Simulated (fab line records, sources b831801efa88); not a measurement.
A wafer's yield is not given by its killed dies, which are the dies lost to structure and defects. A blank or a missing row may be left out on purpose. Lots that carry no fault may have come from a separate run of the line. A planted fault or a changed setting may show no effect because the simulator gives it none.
fab line records	flow sky130
record: lots: 5	wafers: 14	last_day: 50
route steps=708 shown VT_ADJUST_HVTP@94 VT_ADJUST_LVTN@97 VT_ADJUST_NCORE@119
lots with no fault: from the same line, run without faults
start_h: hours from the record's opening day to when the first of the lot's shown wafers began	wait_h: hours elapsed since this lot's preceding step	" as in the row above	L1.1+2: a single row standing in for several wafers	- no value, or no start was given	* or withheld: withheld	< > ~ a bound
route shown NAME@n: NAME is a module with steps in the file, n the number in the route of the first one	usual: the fault-free wafers' mean and standard deviation	same: alike in all rows	chamber/n: place in a boat	sites: per-site readings	_std_site: standard deviation of those values	_edge_site: outer sites' mean less inner sites'	radius_mm: how far each site lies from the wafer's centre	mask NAME#n: copy n	behind: tool/chamber where the wafer was last shaped	hold: reason for holding the lot/hours on hold/outcome of the hold	device: the transistor (n, p or np) that didn't switch	end of line: at the end of the route, the tests of the same wafers	a step with no rows: only its recipe	killed: the dies lost at the first sort to structure and to defects; this is not the yield of the wafer	map: per-die view of a wafer (x killed, . not killed, _ where there is no die)
set.NAME: the setting as run; set.NAME@STEP: as run at that earlier step	model.NAME: the simulator's own value behind a step, which no gauge read
a table for each step, a row for each wafer; lots at some steps of the route
services: a tool's chamber out of use, with start hour (start_h, from the record's first day; less than 0 if before it), hours out, and reason
== steps ==
step: SKY_VT_ADJUST_HVTP_IMPLANT_09
recipe: species: As	energy_kev: 150	dose_cm2: 4.3e+12	tilt_deg: withheld
step: SKY_VT_ADJUST_HVTP_STRIP_10
recipe: chemistry: O2/N2	power_w: 1400	pressure_mtorr: 1500	platen_temp_c: withheld	o2_flow_sccm: 3000	n2_flow_sccm: 300	overash_fraction: 0.5
usual: chamber_pressure_mTorr: 1500.1/1.5	drypump_motor_current_A: 5.74/0.24	oes_product_au: 0.715/0.0047	strip_time_to_endpoint_s: 14.17/0.043
lot.wafer	tool	chamber	start_h	wait_h	chamber_pressure_mTorr	drypump_motor_current_A	oes_product_au	rf_hours_counter_h	strip_time_to_endpoint_s
L734.3	plasma_asher-01	1	176.97	0.1	1499.2	5.65	0.713	-	14.21
L734.4	"	0	"	"	1499.9	5.94	0.724	-	14.17
L734.6	"	0	"	"	1500.4	5.93	0.706	-	14.15
L738.1	plasma_asher-03	0	203.17	0.1	1500.9	5.50	0.721	38	14.21
L738.2	"	1	"	"	1499.6	5.56	0.719	38	14.21
L738.5	"	0	"	"	1500.1	5.49	0.717	-	14.23
L742.1	plasma_asher-03	0	224.60	0.1	1502.8	5.49	0.724	41	14.25
L742.3	"	1	"	"	1499.0	5.56	0.716	-	14.20
L742.5	"	1	"	"	1502.9	5.55	0.717	-	14.19
L743.2	plasma_asher-02	0	231.72	0.1	1499.0	5.74	0.726	55	14.23
L743.4	"	1	"	"	1501.1	6.25	0.715	-	14.17
L747.2	plasma_asher-03	0	256.98	0.1	1500.5	5.49	0.721	44	14.14
L747.3	"	1	"	"	1499.8	5.57	0.719	-	14.15
L747.5	"	1	"	"	1502.6	5.56	0.718	-	14.18
step: SKY_VT_ADJUST_HVTP_TW_MEAS_11
usual: VT_ADJUST_HVTP_TW: 1349/7.3
lot.wafer	tool	chamber	start_h	wait_h	VT_ADJUST_HVTP_TW
L734.3	film_metro-01	-	177.06	0.1	1364
L734.4	"	-	"	"	1354
L734.6	"	-	"	"	1352
L738.1	film_metro-01	-	203.27	0.1	1362
L738.2	"	-	"	"	1366
L738.5	"	-	"	"	1361
L742.1	film_metro-04	-	224.70	0.1	1345
L742.3	"	-	"	"	1350
L742.5	"	-	"	"	1353
L743.2	film_metro-04	-	231.83	0.1	1349
L743.4	"	-	"	"	1351
L747.2	film_metro-01	-	257.09	0.1	1354
L747.3	"	-	"	"	1353
L747.5	"	-	"	"	1354
step: SKY_VT_ADJUST_LVTN_DEHYDRATE_00
recipe: temp_c: 200	time_s: 60
step: SKY_VT_ADJUST_LVTN_HMDS_01
recipe: prime_time_s: 60	prime_temp_c: 120
step: SKY_VT_ADJUST_LVTN_COAT_02
recipe: spin_rpm: 2000	resist_thk_nm: 3000
step: SKY_VT_ADJUST_LVTN_SOFTBAKE_03
recipe: temp_c: 110	time_s: withheld
step: SKY_VT_ADJUST_LVTN_EXPOSE_04
recipe: mask_id: NWM_COMPLEMENT_LESS_NATIVE	na: 0.6	source_shape: conventional	sigma_outer: 0.6	polarization: unpolarized	target_cd_nm: 840	dose_mj: 194
step: SKY_VT_ADJUST_LVTN_PEB_05
recipe: temp_c: 115	time_s: withheld
step: SKY_VT_ADJUST_LVTN_DEVELOP_06
recipe: wall_angle_deg: 90	developer: TMAH	develop_time_s: 60	dev_temp_c: 23
step: SKY_VT_ADJUST_LVTN_OVL_MEAS_07
usual: VT_ADJUST_LVTN_OVL: 0.1/1.3
lot.wafer	tool	chamber	start_h	wait_h	VT_ADJUST_LVTN_OVL[nm]
L734.3	overlay-01	-	198.22	-	2.1
L734.4	"	-	"	"	1.4
L734.6	"	-	"	"	1.2
L738.1	overlay-01	-	225.46	-	0.7
L738.2	"	-	"	"	1.7
L738.5	"	-	"	"	0.0
L742.1	overlay-02	-	248.36	-	0.6
L742.3	"	-	"	"	-0.3
L742.5	"	-	"	"	1.5
L743.2	overlay-01	-	254.06	-	-0.8
L743.4	"	-	"	"	1.0
L747.2	overlay-01	-	280.82	-	-0.2
L747.3	"	-	"	"	0.2
L747.5	"	-	"	"	-0.2
step: SKY_VT_ADJUST_LVTN_IMPLANT_08
recipe: species: B	energy_kev: 30	dose_cm2: 1.57e+12	tilt_deg: withheld
step: SKY_VT_ADJUST_LVTN_STRIP_09
recipe: chemistry: O2/N2	power_w: 1400	pressure_mtorr: 1500	platen_temp_c: withheld	o2_flow_sccm: 3000	n2_flow_sccm: 300	overash_fraction: 0.5
usual: chamber_pressure_mTorr: 1500.1/1.3	drypump_motor_current_A: 5.9/0.32	oes_product_au: 0.722/0.0045	strip_time_to_endpoint_s: 36.92/0.094
lot.wafer	tool	chamber	start_h	wait_h	chamber_pressure_mTorr	drypump_motor_current_A	oes_product_au	rf_hours_counter_h	strip_time_to_endpoint_s	model.coat_of_VT_ADJUST_LVTN_COAT_02.thk_nm
L734.3	plasma_asher-03	1	198.43	0.1	1502.2	5.5	0.713	-	36.99	0
L734.4	"	0	"	"	1501.4	5.5	0.717	-	36.92	0
L734.6	"	1	"	"	1497.1	5.5	0.727	-	37.02	0
L738.1	plasma_asher-01	0	225.64	0.1	1499.2	5.9	0.723	55	36.89	0
L738.2	"	1	"	"	1500.1	5.7	0.722	55	36.93	0
L738.5	"	1	"	"	1500.9	5.7	0.722	-	36.96	0
L742.1	plasma_asher-03	1	248.55	0.1	1500.3	5.5	0.952	43	-	1093
L742.3	"	0	"	"	1501.1	5.5	0.951	-	-	1088
L742.5	"	0	"	"	1498.4	5.5	0.950	-	-	1087
L743.2	plasma_asher-04	0	254.24	0.1	1500.7	6.0	0.721	13	36.97	0
L743.4	"	0	"	"	1500.1	5.9	0.718	-	37.01	0
L747.2	plasma_asher-04	0	281.00	0.1	1498.9	5.9	0.723	15	36.92	0
L747.3	"	1	"	"	1499.9	6.4	0.722	-	36.81	0
L747.5	"	1	"	"	1499.7	6.4	0.728	-	36.84	0
step: SKY_VT_ADJUST_LVTN_TW_MEAS_10
usual: VT_ADJUST_LVTN_TW: 240.0/0.89
lot.wafer	tool	chamber	start_h	wait_h	VT_ADJUST_LVTN_TW
L734.3	film_metro-03	-	198.52	0.1	239.3
L734.4	"	-	"	"	239.5
L734.6	"	-	"	"	239.0
L738.1	film_metro-04	-	225.74	0.1	240.0
L738.2	"	-	"	"	239.9
L738.5	"	-	"	"	239.5
L742.1	film_metro-02	-	248.65	0.1	238.7
L742.3	"	-	"	"	239.6
L742.5	"	-	"	"	239.5
L743.2	film_metro-02	-	254.35	0.1	240.2
L743.4	"	-	"	"	239.1
L747.2	film_metro-04	-	281.11	0.1	240.9
L747.3	"	-	"	"	240.6
L747.5	"	-	"	"	239.7
step: SKY_VT_ADJUST_LVTN_DEHYDRATE_11
recipe: temp_c: 200	time_s: 60
step: SKY_VT_ADJUST_LVTN_HMDS_12
recipe: prime_time_s: 60	prime_temp_c: 120
step: SKY_VT_ADJUST_LVTN_COAT_13
recipe: resist: NOVOLAK	spin_rpm: 3000	resist_thk_nm: 1140
step: SKY_VT_ADJUST_LVTN_SOFTBAKE_14
recipe: temp_c: 90	time_s: 60	resist: NOVOLAK
step: SKY_VT_ADJUST_LVTN_EXPOSE_15
recipe: mask_id: HVN_STD_DERIVED	na: 0.6	source_shape: conventional	sigma_outer: 0.6	polarization: unpolarized	target_cd_nm: 600	dose_mj: 163
step: SKY_VT_ADJUST_LVTN_PEB_16
recipe: temp_c: withheld	time_s: *	resist: NOVOLAK
step: SKY_VT_ADJUST_LVTN_DEVELOP_17
recipe: resist: NOVOLAK	developer: TMAH	develop_time_s: 60	dev_temp_c: 23
step: SKY_VT_ADJUST_LVTN_OVL_MEAS_18
usual: VT_ADJUST_LVTN_01_OVL: 0.3/1.4
lot.wafer	tool	chamber	start_h	wait_h	VT_ADJUST_LVTN_01_OVL[nm]
L734.3	overlay-01	-	220.93	0.1	-1.1
L734.4	"	-	"	"	-0.9
L734.6	"	-	"	"	-1.6
L738.1	overlay-01	-	248.66	0.1	1.4
L738.2	"	-	"	"	2.5
L738.5	"	-	"	"	1.4
L742.1	overlay-01	-	271.26	0.1	0.3
L742.3	"	-	"	"	-1.1
L742.5	"	-	"	"	1.9
L743.2	overlay-02	-	278.22	0.1	-0.7
L743.4	"	-	"	"	-0.5
L747.2	overlay-01	-	306.56	0.1	-1.1
L747.3	"	-	"	"	-2.0
L747.5	"	-	"	"	1.7
step: SKY_VT_ADJUST_LVTN_IMPLANT_19
recipe: species: B	energy_kev: 30	dose_cm2: 6.5e+11	tilt_deg: withheld
step: SKY_VT_ADJUST_LVTN_STRIP_20
recipe: chemistry: O2/N2	power_w: 1400	pressure_mtorr: 1500	platen_temp_c: withheld	o2_flow_sccm: 3000	n2_flow_sccm: 300	overash_fraction: 0.5
usual: chamber_pressure_mTorr: 1500.0/1.4	drypump_motor_current_A: 5.84/0.28	oes_product_au: 0.716/0.0045	strip_time_to_endpoint_s: 14.18/0.038
lot.wafer	tool	chamber	start_h	wait_h	chamber_pressure_mTorr	drypump_motor_current_A	oes_product_au	rf_hours_counter_h	strip_time_to_endpoint_s
L734.3	plasma_asher-03	1	221.13	0.1	1500.0	5.56	0.723	-	14.23
L734.4	"	0	"	"	1500.4	5.51	0.709	-	14.18
L734.6	"	0	"	"	1497.7	5.48	0.705	-	14.18
L738.1	plasma_asher-01	1	248.85	0.1	1501.0	5.68	0.724	57	14.12
L738.2	"	0	"	"	1500.6	5.93	0.718	57	14.16
L738.5	"	0	"	"	1499.9	5.93	0.722	-	14.12
L742.1	plasma_asher-03	1	271.44	0.1	1499.5	5.53	0.728	46	30.60
L742.3	"	0	"	"	1499.3	5.48	0.717	-	30.55
L742.5	"	1	"	"	1499.3	5.52	0.721	-	30.53
L743.2	plasma_asher-01	0	278.46	0.2	1498.7	5.91	0.712	60	14.16
L743.4	"	1	"	"	1500.5	5.70	0.720	-	14.16
L747.2	plasma_asher-03	1	306.74	0.1	1500.2	5.55	0.723	48	14.19
L747.3	"	1	"	"	1501.6	5.52	0.709	-	14.18
L747.5	"	1	"	"	1502.0	5.54	0.721	-	14.19
step: SKY_VT_ADJUST_LVTN_TW_MEAS_21
usual: VT_ADJUST_LVTN_2_TW: 186.7/0.68
lot.wafer	tool	chamber	start_h	wait_h	VT_ADJUST_LVTN_2_TW
L734.3	film_metro-03	-	221.22	0.1	186.0
L734.4	"	-	"	"	186.5
L734.6	"	-	"	"	186.0
L738.1	film_metro-03	-	248.95	0.1	186.7
L738.2	"	-	"	"	187.2
L738.5	"	-	"	"	186.5
L742.1	film_metro-04	-	271.54	0.1	29.7
L742.3	"	-	"	"	29.9
L742.5	"	-	"	"	29.9
L743.2	film_metro-02	-	278.57	0.1	187.6
L743.4	"	-	"	"	186.6
L747.2	film_metro-04	-	306.85	0.1	186.9
L747.3	"	-	"	"	186.7
L747.5	"	-	"	"	186.1
step: SKY_VT_ADJUST_NCORE_DEHYDRATE_00
recipe: temp_c: 200	time_s: 60
== services ==
tool	chamber	start_h	hours	kind
plasma_asher-03	-	158.99	2.4	repair
plasma_asher-04	-	245.88	5.9	pm
plasma_asher-01	-	246.66	1.7	repair
plasma_asher-03	-	274.88	6.3	repair
plasma_asher-02	-	305.66	4.8	repair
== key ==
first_sign: step: SKY_VT_ADJUST_LVTN_STRIP_09	reading: oes_product_au	direction: up	sigmas: 51	usual: 0.722	struck: 0.951
effect: step: SKY_VT_ADJUST_LVTN_STRIP_20	reading: strip_time_to_endpoint_s	direction: up	sigmas: 99+	usual: *	struck: *
effect: step: SKY_VT_ADJUST_LVTN_TW_MEAS_21	reading: VT_ADJUST_LVTN_2_TW	direction: down	sigmas: 99+	usual: 186.7	struck: 29.8
model_effect: step: SKY_VT_ADJUST_LVTN_STRIP_09	value: coat_of_VT_ADJUST_LVTN_COAT_02.thk_nm	without: 0	struck: 1089
met_at SKY_VT_ADJUST_LVTN_STRIP_09
struck_wafers L742.1,L742.3,L742.5
sort_left_out L742.1,L742.3,L742.5
tester_left_out L742
onset_between 198.43 248.55
fault: kind: strip_aborted	tool: plasma_asher-03	chamber: -	onset_h: 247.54	steps: SKY_VT_ADJUST_LVTN_STRIP_09	offset: 0.62537	end_h: 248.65
tester_left_out: of these lots the tester's yield and bins aren't shown, on N5 and GAA mostly nor the transistor test; their killed dies are dies lost to structure and defects alone, not to doping, threshold or leakage, so they don't give the yield
sort_left_out: the simulated sort isn't trusted on such a fault, so these wafers' sort isn't shown, and their yield isn't known
